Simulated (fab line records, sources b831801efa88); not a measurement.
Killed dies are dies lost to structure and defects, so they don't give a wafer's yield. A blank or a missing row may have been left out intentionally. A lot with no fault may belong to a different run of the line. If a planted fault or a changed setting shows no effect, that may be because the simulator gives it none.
fab line records    flow sky130
[record] lots = 12  wafers = 36  last-day = 50
route steps=708 shown DNWELL@37 VT_ADJUST_NCORE@129 POLY_GATE@232 SD_P@331
lots that met no fault: taken from a fault-free run of the same line
start-h: the number of hours between the record's first day and the start of the first shown wafer of the lot    wait-h: how many hours have passed since the lot's step before this one    " identical to the entry in the row above    L1.1+2: one row covering several wafers at once    - no value present, or no start provided    * or withheld: withheld    < > ~ a bound
route shown NAME@n: NAME is a module with steps in the file, n the number in the route of the first one    usual: mean/standard deviation taken from wafers without a fault    same: alike in all rows    chamber/n: place in a boat    sites: the reading at each site    _std_site: the standard deviation of these    _edge_site: mean of outer sites minus mean of inner sites    radius-mm: for every site, how far away it sits from the centre of the wafer    mask NAME#n: copy n    behind: the most recent tool/chamber to have shaped the wafer    hold: why the lot was held/for how many hours/how that ended    device: the n, p or np transistor that did not switch    end of line: at the end of the route, the tests of the same wafers    for a step that has no rows: nothing shown but its recipe    killed: at the first sort, the dies lost to defects and structure; wafer yield is something else    map: dies across one wafer; x = killed, . = not, _ = none there
set.NAME: the run value of the setting; set.NAME@STEP: its run value at that earlier step    model.NAME: the simulator's own value behind a step, which no gauge read
the route's steps for a sample of lots (tables are steps, rows are wafers)
services: a tool's chamber out of use, with start hour (start-h, from the record's first day; less than 0 if before it), hours out, and reason
[[steps]]
[step SKY_DNWELL_COAT_02]
[recipe] spin-rpm = 2000  resist-thk-nm = 3000
[usual] dispense-pressure-kPa = 49/6.1
lot.wafer  tool            chamber  start-h  wait-h  dispense-pressure-kPa
L454.2     litho-track-03  0        59.99    0.1     49
L454.3     "               0        "        "       49
L454.4     "               0        "        "       49
L455.1     litho-track-03  0        60.62    0.1     49
L455.5     "               0        "        "       49
L455.6     "               0        "        "       49
L457.3     litho-track-01  0        60.85    0.1     43
L457.5     "               0        "        "       43
L457.6     "               0        "        "       43
L458.1     litho-track-03  0        69.42    0.1     49
L458.2     "               0        "        "       49
L458.3     "               0        "        "       49
L459.1     litho-track-01  0        72.60    0.1     43
L459.3     "               0        "        "       43
L459.6     "               0        "        "       43
L460.3     litho-track-03  0        77.67    0.1     49
L460.4     "               0        "        "       49
L460.6     "               0        "        "       49
L461.1     litho-track-03  0        82.22    0.1     49
L461.3     "               0        "        "       49
L461.6     "               0        "        "       49
L462.1     litho-track-03  0        88.67    0.1     49
L462.4     "               0        "        "       49
L462.5     "               0        "        "       49
L466.2     litho-track-03  0        109.69   0.1     49
L466.3     "               0        "        "       49
L466.6     "               0        "        "       49
L474.2     litho-track-01  0        150.27   0.1     43
L474.4     "               0        "        "       43
L474.6     "               0        "        "       43
L475.2     litho-track-01  0        153.97   0.1     43
L475.4     "               0        "        "       43
L475.6     "               0        "        "       43
L477.1     litho-track-03  0        173.17   0.1     49
L477.2     "               0        "        "       49
L477.4     "               0        "        "       49
[step SKY_DNWELL_STRIP_08]
[recipe] chemistry = O2/N2  power-w = 1400  pressure-mtorr = 1500  platen-temp-c = withheld  o2-flow-sccm = 3000  n2-flow-sccm = 300  overash-fraction = 0.5
[usual] drypump-motor-current-A = 5.8/0.51  oes-product-au = 0.722/0.0043  strip-time-to-endpoint-s = 36.97/0.11
lot.wafer  tool             chamber  start-h  wait-h  drypump-motor-current-A  oes-product-au  rf-hours-counter-h  strip-time-to-endpoint-s
L454.2     plasma-asher-02  0        68.28    0.1     4.9                      0.729           38                  37.00
L454.3     "                0        "        "       4.9                      0.726           -                   37.09
L454.4     "                1        "        "       5.5                      0.717           -                   37.02
L455.1     plasma-asher-01  1        69.27    0.1     5.5                      0.726           38                  36.96
L455.5     "                1        "        "       5.5                      0.727           -                   36.96
L455.6     "                0        "        "       6.6                      0.725           -                   36.91
L457.3     plasma-asher-02  1        69.31    0.1     5.6                      0.724           -                   37.11
L457.5     "                1        "        "       5.6                      0.727           -                   37.07
L457.6     "                0        "        "       4.9                      0.720           -                   36.99
L458.1     plasma-asher-04  0        77.78    0.1     5.7                      0.729           39                  36.97
L458.2     "                1        "        "       6.1                      0.720           39                  37.05
L458.3     "                1        "        "       6.1                      0.721           -                   37.00
L459.1     plasma-asher-01  1        81.55    0.1     5.5                      0.723           40                  36.92
L459.3     "                1        "        "       5.5                      0.732           -                   36.86
L459.6     "                0        "        "       6.7                      0.719           -                   36.99
L460.3     plasma-asher-04  0        86.71    0.1     5.8                      0.725           -                   36.72
L460.4     "                1        "        "       6.1                      0.722           -                   36.94
L460.6     "                1        "        "       6.1                      0.717           -                   36.83
L461.1     plasma-asher-04  0        91.08    0.1     5.8                      0.723           41                  37.09
L461.3     "                0        "        "       5.8                      0.721           -                   37.03
L461.6     "                1        "        "       6.1                      0.724           -                   36.98
L462.1     plasma-asher-04  0        98.22    0.1     5.7                      0.722           41                  25.63
L462.4     "                0        "        "       5.8                      0.717           -                   25.58
L462.5     "                0        "        "       5.7                      0.719           -                   25.66
L466.2     plasma-asher-02  0        118.60   0.1     4.9                      0.712           42                  25.62
L466.3     "                1        "        "       5.5                      0.715           -                   25.52
L466.6     "                1        "        "       5.5                      0.715           -                   25.57
L474.2     plasma-asher-01  0        160.55   0.1     6.7                      0.729           4                   36.95
L474.4     "                1        "        "       5.5                      0.718           -                   36.83
L474.6     "                0        "        "       6.6                      0.722           -                   37.00
L475.2     plasma-asher-04  1        164.30   0.1     6.1                      0.724           48                  37.13
L475.4     "                0        "        "       5.8                      0.716           -                   37.13
L475.6     "                1        "        "       6.1                      0.726           -                   37.18
L477.1     plasma-asher-04  1        183.62   0.1     6.1                      0.722           50                  37.18
L477.2     "                0        "        "       5.8                      0.722           50                  37.14
L477.4     "                0        "        "       5.7                      0.719           -                   37.17
[step SKY_VT_ADJUST_NCORE_STRIP_10]
[recipe] chemistry = O2/N2  power-w = 1400  pressure-mtorr = 1500  platen-temp-c = withheld  o2-flow-sccm = 3000  n2-flow-sccm = 300  overash-fraction = 0.5
[usual] drypump-motor-current-A = 5.9/0.53  oes-product-au = 0.716/0.0042  strip-time-to-endpoint-s = 14.20/0.045
lot.wafer  tool             chamber  start-h  wait-h  drypump-motor-current-A  oes-product-au  rf-hours-counter-h  strip-time-to-endpoint-s
L454.2     plasma-asher-01  0        200.75   0.1     6.6                      0.713           8                   14.22
L454.3     "                0        "        "       6.6                      0.717           -                   14.16
L454.4     "                1        "        "       5.5                      0.716           -                   14.14
L455.1     plasma-asher-01  0        202.60   0.1     6.7                      0.717           8                   14.12
L455.5     "                0        "        "       6.6                      0.715           -                   14.16
L455.6     "                1        "        "       5.5                      0.720           -                   14.15
L457.3     plasma-asher-04  0        203.80   0.1     5.8                      0.709           -                   14.15
L457.5     "                1        "        "       6.1                      0.717           -                   14.15
L457.6     "                0        "        "       5.7                      0.715           -                   14.12
L458.1     plasma-asher-01  1        214.57   0.1     5.4                      0.714           9                   14.19
L458.2     "                0        "        "       6.7                      0.714           9                   14.19
L458.3     "                0        "        "       6.6                      0.717           -                   14.19
L459.1     plasma-asher-03  0        219.88   0.1     6.1                      0.717           41                  14.15
L459.3     "                0        "        "       6.1                      0.720           -                   14.15
L459.6     "                0        "        "       6.1                      0.713           -                   14.12
L460.3     plasma-asher-01  1        227.21   0.1     5.4                      0.714           -                   14.26
L460.4     "                0        "        "       6.7                      0.712           -                   14.22
L460.6     "                1        "        "       5.5                      0.713           -                   14.22
L461.1     plasma-asher-03  0        233.58   0.1     6.1                      0.722           42                  14.16
L461.3     "                1        "        "       5.1                      0.711           -                   14.11
L461.6     "                1        "        "       5.1                      0.711           -                   14.09
L462.1     plasma-asher-01  0        241.70   0.1     6.6                      0.716           12                  14.20
L462.4     "                1        "        "       5.5                      0.722           -                   14.21
L462.5     "                1        "        "       5.5                      0.708           -                   14.21
L466.2     plasma-asher-03  0        267.90   0.1     6.1                      0.720           46                  14.23
L466.3     "                1        "        "       5.0                      0.718           -                   14.23
L466.6     "                0        "        "       6.1                      0.713           -                   14.23
L474.2     plasma-asher-01  0        321.87   0.1     6.6                      0.716           20                  14.19
L474.4     "                1        "        "       5.4                      0.714           -                   14.20
L474.6     "                1        "        "       5.4                      0.729           -                   14.19
L475.2     plasma-asher-01  1        328.85   0.1     5.5                      0.722           21                  14.26
L475.4     "                1        "        "       5.4                      0.717           -                   14.26
L475.6     "                1        "        "       5.5                      0.719           -                   14.30
L477.1     plasma-asher-04  0        351.30   0.1     5.7                      0.720           65                  14.18
L477.2     "                1        "        "       6.1                      0.715           65                  14.20
L477.4     "                1        "        "       6.1                      0.721           -                   14.21
[step SKY_POLY_GATE_STRIP_18]
[recipe] chemistry = O2/N2  power-w = 1400  pressure-mtorr = 1500  platen-temp-c = withheld  o2-flow-sccm = 3000  n2-flow-sccm = 300  overash-fraction = 0.5
[usual] drypump-motor-current-A = 5.7/0.62  oes-product-au = 0.362/0.005  strip-time-to-endpoint-s = 3.19/0.049
lot.wafer  tool             chamber  start-h  wait-h  drypump-motor-current-A  oes-product-au  rf-hours-counter-h  strip-time-to-endpoint-s
L455.1     plasma-asher-02  0        393.04   0.0     4.8                      0.366           70                  3.24
L455.5     "                1        "        "       5.6                      0.353           -                   3.20
L455.6     "                0        "        "       4.9                      0.362           -                   3.20
L454.2     plasma-asher-01  0        395.94   0.0     6.7                      0.365           27                  3.20
L454.3     "                0        "        "       6.6                      0.362           -                   3.17
L454.4     "                1        "        "       5.4                      0.358           -                   3.21
L457.3     plasma-asher-03  1        396.32   0.1     5.1                      0.368           -                   3.30
L457.5     "                0        "        "       6.1                      0.368           -                   3.26
L457.6     "                1        "        "       5.1                      0.365           -                   3.21
L458.1     plasma-asher-02  1        405.22   0.0     5.6                      0.360           71                  3.22
L458.2     "                0        "        "       4.9                      0.368           71                  3.21
L458.3     "                1        "        "       5.6                      0.359           -                   3.10
L459.1     plasma-asher-01  0        415.51   0.0     6.6                      0.355           29                  3.19
L459.3     "                0        "        "       6.7                      0.357           -                   3.15
L459.6     "                0        "        "       6.7                      0.356           -                   3.10
L460.3     plasma-asher-01  1        423.20   0.1     5.5                      0.356           -                   3.15
L460.4     "                0        "        "       6.7                      0.356           -                   3.17
L460.6     "                0        "        "       6.6                      0.366           -                   3.24
L461.1     plasma-asher-02  0        433.92   0.0     4.9                      0.356           0                   3.11
L461.3     "                0        "        "       4.9                      0.357           -                   3.17
L461.6     "                0        "        "       4.9                      0.360           -                   3.15
L462.1     plasma-asher-02  1        447.01   0.0     5.5                      0.359           2                   3.20
L462.4     "                1        "        "       5.6                      0.352           -                   3.16
L462.5     "                0        "        "       4.9                      0.364           -                   3.22
L466.2     plasma-asher-01  1        478.57   0.0     5.5                      0.363           35                  3.10
L466.3     "                1        "        "       5.5                      0.367           -                   3.27
L466.6     "                1        "        "       5.5                      0.361           -                   3.16
L474.2     plasma-asher-03  0        561.11   0.0     6.1                      0.362           73                  3.20
L474.4     "                1        "        "       5.1                      0.353           -                   3.14
L474.6     "                1        "        "       5.1                      0.371           -                   3.21
L475.2     plasma-asher-02  1        562.07   0.0     5.5                      0.354           11                  3.19
L475.4     "                0        "        "       4.9                      0.370           -                   3.27
L475.6     "                1        "        "       5.5                      0.358           -                   3.23
L477.1     plasma-asher-03  1        573.89   0.0     5.1                      0.370           74                  3.28
L477.2     "                0        "        "       6.1                      0.356           74                  3.16
L477.4     "                0        "        "       6.1                      0.360           -                   3.18
[step SKY_SD_P_TW_MEAS_11]
[usual] SD_P_TW = 2821/25
lot.wafer  tool           chamber  start-h  wait-h  SD_P_TW
L455.1     film-metro-04  -        612.80   0.1     2800
L455.5     "              -        "        "       2784
L455.6     "              -        "        "       2801
L454.2     film-metro-03  -        614.60   0.1     2849
L454.3     "              -        "        "       2834
L454.4     "              -        "        "       2825
L457.3     film-metro-04  -        615.85   0.1     2797
L457.5     "              -        "        "       2808
L457.6     "              -        "        "       2804
L458.1     film-metro-03  -        623.73   0.1     2814
L458.2     "              -        "        "       2814
L458.3     "              -        "        "       2831
L459.1     film-metro-02  -        633.93   0.1     2820
L459.3     "              -        "        "       2809
L459.6     "              -        "        "       2811
L460.3     film-metro-04  -        641.42   0.1     2790
L460.4     "              -        "        "       2783
L460.6     "              -        "        "       2799
L461.1     film-metro-03  -        649.83   0.1     2830
L461.3     "              -        "        "       2861
L461.6     "              -        "        "       2838
L462.1     film-metro-04  -        662.88   0.1     2787
L462.4     "              -        "        "       2791
L462.5     "              -        "        "       2784
L466.2     film-metro-03  -        692.09   0.1     2841
L466.3     "              -        "        "       2821
L466.6     "              -        "        "       2851
L474.2     film-metro-02  -        766.19   0.1     2809
L474.4     "              -        "        "       2828
L474.6     "              -        "        "       2826
L475.2     film-metro-04  -        767.99   0.1     2808
L475.4     "              -        "        "       2769
L475.6     "              -        "        "       2771
L477.1     film-metro-03  -        777.75   0.1     2876
L477.2     "              -        "        "       2869
L477.4     "              -        "        "       2876
[[services]]
tool             chamber  start-h  hours  kind
plasma-asher-04  -        65.20    2.8    pm
plasma-asher-02  -        80.18    3.2    repair
plasma-asher-01  -        108.75   9.0    pm
plasma-asher-01  0        108.75   9.0    vent-cycle
plasma-asher-01  1        108.75   9.0    vent-cycle
plasma-asher-03  -        117.02   1.0    repair
plasma-asher-01  0        117.75   -      clean
plasma-asher-01  1        117.75   -      clean
plasma-asher-02  -        171.39   3.0    repair
plasma-asher-02  -        200.90   0.4    repair
plasma-asher-04  -        321.85   14.6   pm
plasma-asher-01  -        404.60   1.0    repair
plasma-asher-02  -        421.25   9.0    pm
plasma-asher-02  0        421.25   9.0    vent-cycle
plasma-asher-02  1        421.25   9.0    vent-cycle
plasma-asher-02  0        430.25   -      clean
plasma-asher-02  1        430.25   -      clean
plasma-asher-02  -        466.15   2.8    pm
plasma-asher-02  -        484.95   15.1   pm
plasma-asher-03  -        510.24   28.1   pm
plasma-asher-03  -        542.06   0.7    repair
plasma-asher-02  -        550.25   4.6    repair
[[key]]
[first-sign] step = SKY_DNWELL_STRIP_08  reading = strip-time-to-endpoint-s  direction = down  sigmas = 99+  usual = *  struck = *
effect none on later readings
met-at SKY_DNWELL_COAT_02
struck-lots L462,L466
tester-left-out L462,L466
not-acting-at SKY_VT_ADJUST_NCORE_STRIP_10,SKY_POLY_GATE_STRIP_18,SKY_SD_P_TW_MEAS_11
onset-between 82.22 88.67
[fault] kind = process-parameter-drift  tool = litho-track-03  chamber = -  onset-h = 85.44  steps = SKY_DNWELL_COAT_02  channel = resist-thk-nm  offset = -978.28  shape = step  end-h = 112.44  acts-in = these-recipes-only  stated = 3000
// tester-left-out: of these lots the tester's yield and bins aren't shown, on N5 and GAA mostly nor the transistor test; their killed dies are dies lost to structure and defects alone, not to doping, threshold or leakage, so they don't give the yield
